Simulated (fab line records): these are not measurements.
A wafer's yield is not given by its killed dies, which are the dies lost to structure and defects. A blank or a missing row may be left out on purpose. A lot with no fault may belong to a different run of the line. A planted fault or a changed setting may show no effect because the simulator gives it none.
Matching of chambers	flow gf180mcu	4 sister chambers for GF_CONTACT_CMP_04 on cmp-02
The step polishes SiO2. 8 wafers are shown with their chamber, then 7 later ones without.

WAFERS PAIRED WITH THEIR CHAMBERS
wafer	chamber	motorCurrentA (A)	timeToEndpointS (s)
L139.2	2	11.0	116
L154.4	2	11.3	113
L155.1	3	13.5	112
L155.2	1	11.3	101
L157.1	3	13.6	109
L157.6	0	13.9	114
L159.1	1	11.1	100
L159.3	0	13.4	110

WAFERS WITH NO CHAMBER GIVEN
wafer	motorCurrentA (A)	timeToEndpointS (s)
L159.4	13.7	110
L160.2	13.6	105
L160.4	11.2	108
L160.5	13.4	116
L162.3	13.7	122
L162.4	10.9	116
L162.6	14.1	121

WHICH CHAMBER EACH ONE RAN IN
wafer	from the rows above	in truth
L159.4	can't be placed: 3 or 0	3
L160.2	can't be placed: 3 or 0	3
L160.4	can't be placed: 2 or 1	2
L160.5	can't be placed: 0 or 3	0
L162.3	can't be placed: 0 or 3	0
L162.4	2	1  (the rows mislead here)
L162.6	can't be placed: 0 or 3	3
0 of 7 placed correctly. Cannot be placed on the basis of these rows: 6; the candidates contain the true chamber in 6. 1 placed wrongly.
How it was worked out, from the rows above alone: a wafer's distance from a chamber is the root of the sum, over the readings, of the square of ((its reading less the chamber's mean) divided by the reading's scatter). The wafer belongs to the nearest chamber; if the next one is less than 2 further off, it can't be placed. The mean given for a chamber averages the wafers shown for that chamber. The scatter is the square root of a quotient: the sum, over the shown wafers, of each reading's squared deviation from its chamber's mean, divided by wafers minus chambers.
